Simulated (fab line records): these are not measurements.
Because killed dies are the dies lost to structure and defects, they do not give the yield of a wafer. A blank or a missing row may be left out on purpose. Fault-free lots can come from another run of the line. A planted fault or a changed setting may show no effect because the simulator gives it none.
Struck lot and sound lot, side by side || flow sky130 || 16 steps out of a route of 708
Sound: the wafers L922.1, L922.3, L922.6. Struck: wafers L936.3, L936.4, L936.6. The cause is given at the end.
At each step with rows: each side's tool, then ch and its chambers, then its first start. Under that, the readings that differ: sound wafers || struck wafers || difference of the means || sigmas: that difference in standard deviations of wafers without a fault.
alike: readings with means less than 2 such deviations apart, plus words and numbers identical on both sides. not compared: withheld readings, readings lacking a value on some wafer, bounds such as >300 that could conceal the same value, and numbers that have no deviation in the record and whose values overlap.
Wherever a step has rows on one side only, a row that says differs or no value, or a row with sigmas, the two part there. When numbers do not overlap yet have no deviation, they are printed without sigmas and do not part them. Lack of a reading on every wafer of one side parts them only where that side has two or more wafers.

first, 3 steps without rows for these wafers: SKY_METAL1_EXPOSE_12 (exposes mask MM1, target cd 140 nm); SKY_METAL1_PEB_13; SKY_METAL1_DEVELOP_14 (develop time 60 s).
SKY_METAL1_CD_MEAS_15 targets a cd of 140 nm.
  sound on cd sem-02, day 33 09:43; struck on cd sem-02, day 37 16:57
  alike: cd nm
SKY_METAL1_OVL_MEAS_16:
  sound on overlay-01, day 33 09:50; struck on overlay-01, day 37 17:02
{"reading": "METAL1_OVL (nm)", "sound": "-2 -4 -1", "struck": "6 8 6", "difference": "+9", "sigmas": "+2"}
SKY_METAL1_DESCUM_17: chemistry O2, time 8 s.
  sound on rie metal-02 ch 0,1, day 33 09:52; struck on rie metal-02 ch 0,1, day 37 17:04
  alike: chamber pressure mTorr, drypump motor current A, oes product au, rf fwd power W
  not compared: rf hours counter h
SKY_METAL1_ETCH_18: etches BARC in N2/H2, stops on SiO2, time 45.9 s, target depth 60 nm.
  sound on rie metal-02 ch 0,1, day 33 09:54; struck on rie metal-02 ch 0,1, day 37 17:07
{"reading": "oes product au (a.u.)", "sound": "0.851 0.849 0.847", "struck": "0.862 0.853 0.864", "difference": "+0.011", "sigmas": "+2"}
  alike: chamber pressure mTorr, drypump motor current A, h2 flow sccm, rf fwd power W, throttle valve pct
  not compared: rf hours counter h
SKY_METAL1_METAL_ETCH_19: etches the open film in Cl2/BCl3, stops on SiO2, target depth 360 nm, time 78 s.
  sound on rie metal-02 ch 0,1, day 33 09:58; struck on rie metal-02 ch 0,1, day 37 17:11
  alike: chamber pressure mTorr, drypump motor current A, oes product au, rf fwd power W, throttle valve pct
  not compared: rf hours counter h
SKY_METAL1_STRIP_20: strips in O2/N2.
  sound on plasma asher-02 ch 0,1, day 33 10:03; struck on plasma asher-03 ch 0,1, day 37 17:17
  alike: chamber pressure mTorr, drypump motor current A, oes product au, strip time to endpoint s
  not compared: rf hours counter h
then, 3 steps without rows for these wafers: SKY_METAL1_STRIP_21 (strips in post etch residue remover, time 1200 s); SKY_METAL1_CLEAN_22 (cleans in IPA, time 180 s); SKY_METAL1_CLEAN_23 (cleans in O3/DIW).
SKY_VIA1_HDPCVD_00: deposits SiO2, target thk 1030 nm, time 171.7 s.
  sound on hdpcvd-01 ch 0,2, day 33 10:42; struck on hdpcvd-02 ch 0,1, day 37 17:52
{"reading": "sih4 flow sccm (sccm)", "sound": "60.01 59.92 60.05", "struck": "47.73 47.96 47.84", "difference": -12.15, "sigmas": -61}
{"reading": "model.SiO2_of_VIA1_HDPCVD_00.thk nm (nm)", "sound": "1018 1022 1020", "struck": "817.3 824.6 821.1", "difference": -199.0, "sigmas": ""}
SKY_VIA1_THK_MEAS_01:
  sound on film metro-01, day 33 10:49; struck on film metro-01, day 37 18:00
{"reading": "VIA1_HDPCVD_THK (nm)", "sound": "1017 1022 1019", "struck": "817 824 821", "difference": -199, "sigmas": -17}
SKY_VIA1_CMP_02: polishes SiO2.
  sound on cmp-02 ch 1,2,3, day 33 10:59; struck on cmp-01 ch 1,2, day 37 18:02
  alike: motor current A
SKY_PAD_OPEN_PROBE_99:
  the record holds rows for the sound wafers here (prober-01, day 46 08:19) but none for the struck ones

## WHERE THEY PART
At SKY_METAL1_OVL_MEAS_16 first; at SKY_PAD_OPEN_PROBE_99 last (within this record only).

WHY: what had been put in by the simulator
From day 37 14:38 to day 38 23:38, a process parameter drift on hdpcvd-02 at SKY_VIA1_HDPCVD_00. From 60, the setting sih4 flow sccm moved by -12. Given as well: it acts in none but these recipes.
